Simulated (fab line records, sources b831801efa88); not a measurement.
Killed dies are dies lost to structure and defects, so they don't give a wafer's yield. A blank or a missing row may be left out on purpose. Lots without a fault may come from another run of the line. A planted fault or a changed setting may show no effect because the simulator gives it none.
Which tool did it? | flow sky130 | 24 lots, 72 wafers sampled, at 4 steps of a route of 708

WHAT THE GAUGES READ, wafer by wafer
SKY_LDD_HVP_TW_MEAS_10.
lot  | measured     | on            | LDD_HVP_TW
L074 | day 21 20:37 | film_metro-02 | 459 459 460
L075 | day 22 03:54 | film_metro-02 | 459 454 453
L076 | day 22 07:12 | film_metro-02 | 456 455 455
L077 | day 22 15:39 | film_metro-01 | 457 457 456
L078 | day 23 02:00 | film_metro-02 | 453 452 453
L079 | day 23 10:58 | film_metro-01 | 458 458 459
L080 | day 23 17:11 | film_metro-02 | 452 455 455
L081 | day 24 04:03 | film_metro-02 | 457 453 454
L082 | day 24 14:43 | film_metro-01 | 453 453 451
L083 | day 25 02:19 | film_metro-02 | 455 453 454
L084 | day 25 06:58 | film_metro-03 | 465 463 464
L085 | day 25 18:19 | film_metro-03 | 465 464 465
L086 | day 26 02:49 | film_metro-02 | 452 451 453
L087 | day 26 15:52 | film_metro-01 | 455 456 456
L088 | day 26 16:28 | film_metro-03 | 465 464 465
L089 | day 27 06:12 | film_metro-01 | 456 456 454
L090 | day 27 08:31 | film_metro-01 | 457 453 453
L091 | day 27 14:31 | film_metro-01 | 455 455 456
L092 | day 27 18:54 | film_metro-01 | 457 454 457
L093 | day 27 23:10 | film_metro-02 | 449 454 452
L094 | day 28 08:08 | film_metro-02 | 455 453 457
L095 | day 28 20:45 | film_metro-03 | 460 460 462
L096 | day 29 09:31 | film_metro-02 | 454 454 455
L097 | day 29 13:10 | film_metro-03 | 460 461 462

SKY_SD_N_RS_MEAS_18: measures by four-point-probe.
lot  | measured     | on            | RES_XHIGH_RS (ohm/sq)
L074 | day 28 06:49 | film_metro-04 | 333.6 334.5 334.0
L075 | day 28 09:50 | film_metro-04 | 331.4 332.2 332.2
L076 | day 28 13:25 | film_metro-04 | 332.6 330.6 331.6
L077 | day 28 22:04 | film_metro-01 | 332.6 332.4 331.1
L078 | day 29 04:50 | film_metro-01 | 331.0 332.4 331.1
L079 | day 29 14:24 | film_metro-03 | 330.9 331.3 331.5
L080 | day 29 19:20 | film_metro-03 | 334.1 335.0 334.2
L081 | day 30 08:10 | film_metro-04 | 333.7 333.1 333.0
L082 | day 30 18:08 | film_metro-01 | 332.1 331.5 332.7
L083 | day 31 06:22 | film_metro-01 | 332.9 333.3 333.8
L084 | day 31 07:34 | film_metro-03 | 331.6 332.9 333.5
L085 | day 31 17:52 | film_metro-03 | 333.5 333.8 334.7
L086 | day 32 00:43 | film_metro-01 | 330.0 330.6 330.7
L087 | day 33 09:46 | film_metro-01 | 332.9 334.6 333.9
L088 | day 33 10:17 | film_metro-04 | 333.6 332.1 332.4
L089 | day 33 10:34 | film_metro-01 | 332.4 332.6 332.8
L090 | day 33 11:44 | film_metro-03 | 331.8 332.6 332.0
L091 | day 33 13:13 | film_metro-03 | 331.1 331.6 333.0
L092 | day 33 15:35 | film_metro-03 | 334.1 334.9 333.5
L093 | day 33 17:46 | film_metro-03 | 331.3 332.8 332.1
L094 | day 34 04:59 | film_metro-04 | 334.0 333.0 333.3
L095 | day 34 18:29 | film_metro-04 | 334.1 334.2 333.9
L096 | day 35 06:22 | film_metro-01 | 331.9 333.1 331.6
L097 | day 35 07:58 | film_metro-03 | 333.1 333.3 335.2

SKY_VIA1_THK_MEAS_23: measures by xrf.
lot  | measured     | on            | VIA1_W_THK (nm)
L074 | day 34 07:47 | film_metro-01 | 273 276 271
L075 | day 34 09:04 | film_metro-04 | 269 269 270
L076 | day 34 11:50 | film_metro-01 | 274 274 275
L077 | day 34 23:32 | film_metro-04 | 273 271 275
L078 | day 35 07:24 | film_metro-04 | 274 269 274
L079 | day 35 13:55 | film_metro-01 | 272 269 270
L080 | day 35 19:14 | film_metro-01 | 270 270 266
L081 | day 36 06:02 | film_metro-03 | 270 275 271
L082 | day 36 13:54 | film_metro-01 | 269 269 272
L083 | day 37 04:34 | film_metro-04 | 267 269 268
L084 | day 37 04:34 | film_metro-01 | 275 274 275
L085 | day 37 14:55 | film_metro-01 | 272 271 270
L086 | day 37 20:20 | film_metro-03 | 269 264 266
L087 | day 39 04:02 | film_metro-01 | 272 274 272
L088 | day 39 05:01 | film_metro-01 | 273 272 268
L089 | day 39 05:22 | film_metro-04 | 263 271 265
L090 | day 39 05:43 | film_metro-01 | 275 277 274
L091 | day 39 06:02 | film_metro-03 | 275 272 273
L092 | day 39 08:47 | film_metro-03 | 273 276 276
L093 | day 39 12:04 | film_metro-03 | 272 274 273
L094 | day 39 21:12 | film_metro-03 | 276 274 272
L095 | day 40 09:47 | film_metro-03 | 274 277 275
L096 | day 40 20:08 | film_metro-01 | 275 275 272
L097 | day 40 20:47 | film_metro-04 | 271 272 270

WHICH TOOL RAN EACH LOT (tool, then ch and the chambers of the sampled wafers, then the start)
lot  | SKY_LI_CONTACT_STRIP_16
L074 | plasma_asher-01 ch 0,1, day 29 12:08
L075 | plasma_asher-03 ch 0,1, day 29 13:52
L076 | plasma_asher-02 ch 0,1, day 29 16:49
L077 | plasma_asher-03 ch 0,1, day 30 03:29
L078 | plasma_asher-02 ch 0,1, day 30 10:10
L079 | plasma_asher-02 ch 0,1, day 30 20:54
L080 | plasma_asher-02 ch 0,1, day 31 00:41
L081 | plasma_asher-02 ch 0,1, day 31 13:02
L082 | plasma_asher-03 ch 0,1, day 31 22:17
L083 | plasma_asher-03 ch 0,1, day 32 10:28
L084 | plasma_asher-02 ch 0,1, day 32 11:14
L085 | plasma_asher-01 ch 0,1, day 32 21:31
L086 | plasma_asher-02 ch 0,1, day 33 04:38
L087 | plasma_asher-02 ch 0, day 34 13:47
L088 | plasma_asher-03 ch 0,1, day 34 14:23
L089 | plasma_asher-01 ch 0,1, day 34 14:44
L090 | plasma_asher-02 ch 0,1, day 34 15:41
L091 | plasma_asher-03 ch 0,1, day 34 17:14
L092 | plasma_asher-03 ch 0,1, day 34 18:59
L093 | plasma_asher-02 ch 0,1, day 34 21:05
L094 | plasma_asher-01 ch 0,1, day 35 08:11
L095 | plasma_asher-02 ch 0,1, day 35 21:07
L096 | plasma_asher-01 ch 0,1, day 36 09:08
L097 | plasma_asher-02 ch 0, day 36 10:16
- SKY_LI_CONTACT_STRIP_16: strips in O2/N2.

WHAT THE TOOLS THEMSELVES READ (means of the sampled wafers that have a number; where no wafer has one, the mark that the record gives instead)
SKY_LI_CONTACT_STRIP_16.
lot  | tool            | drypump_motor_current_A (A) | n2_flow_sccm (sccm) | o2_flow_sccm (sccm) | oes_product_au (a.u.) | strip_time_to_endpoint_s (s)
L074 | plasma_asher-01 | 5.9                         | 300.2               | 3013                | 0.373                 | 3.479
L075 | plasma_asher-03 | 5.6                         | 300.3               | 2985                | 0.379                 | 3.537
L076 | plasma_asher-02 | 5.5                         | 300.3               | 2998                | 0.375                 | 3.516
L077 | plasma_asher-03 | 5.6                         | 300.7               | 2994                | 0.378                 | 3.498
L078 | plasma_asher-02 | 5.5                         | 299.8               | 3003                | 0.378                 | 3.465
L079 | plasma_asher-02 | 5.5                         | 300.1               | 3011                | 0.377                 | 3.523
L080 | plasma_asher-02 | 5.5                         | 298.9               | 2995                | 0.377                 | 3.517
L081 | plasma_asher-02 | 5.5                         | 299.9               | 2993                | 0.376                 | 3.518
L082 | plasma_asher-03 | 5.9                         | 299.8               | 2998                | 0.378                 | 3.493
L083 | plasma_asher-03 | 5.6                         | 300.1               | 2995                | 0.382                 | 3.525
L084 | plasma_asher-02 | 5.5                         | 299.7               | 2996                | 0.377                 | 3.501
L085 | plasma_asher-01 | 5.8                         | 299.4               | 3001                | 0.373                 | 3.497
L086 | plasma_asher-02 | 6.0                         | 301.3               | 3000                | 0.374                 | 3.495
L087 | plasma_asher-02 | 5.1                         | 299.9               | 3014                | 0.374                 | 3.483
L088 | plasma_asher-03 | 5.9                         | 300.2               | 3006                | 0.378                 | 3.491
L089 | plasma_asher-01 | 5.8                         | 299.6               | 2991                | 0.372                 | 3.447
L090 | plasma_asher-02 | 5.5                         | 301.1               | 3006                | 0.378                 | 3.488
L091 | plasma_asher-03 | 5.6                         | 300.9               | 2990                | 0.374                 | 3.498
L092 | plasma_asher-03 | 5.6                         | 300.9               | 2996                | 0.372                 | 3.495
L093 | plasma_asher-02 | 5.5                         | 299.6               | 2993                | 0.371                 | 3.433
L094 | plasma_asher-01 | 5.8                         | 300.1               | 2997                | 0.377                 | 3.497
L095 | plasma_asher-02 | 6.0                         | 300.4               | 2995                | 0.377                 | 3.485
L096 | plasma_asher-01 | 5.8                         | 300.9               | 3009                | 0.376                 | 3.508
L097 | plasma_asher-02 | 5.1                         | 299.9               | 3005                | 0.373                 | 3.495

THE ANSWER, worked out from the rows above alone
Rule: what is usual is taken from the lots themselves. Put in order of their means at a reading, lots are off if they are a third of the lots or fewer, leave a main group of 4 or more, and stand apart from it by a gap of 3 or more times the standard deviation of the main group's means; of several such gaps the widest counts. A main group whose means are all the same, to the digits that the tables above print for the reading, isn't used. A lot without any number at a reading at which 4 lots or more have one is off too. The other lots that the step has rows for count as sound. The gauges are gone through in route order, then the tools' own readings, and for those a lot's mean is taken as printed above. The first step at which some lot is off is used, and at that step the reading that is off furthest; a lot without a number counts as furthest.
No lot is off at any reading shown: from this, nothing can be told.

WHAT THE SIMULATOR HAD PUT IN
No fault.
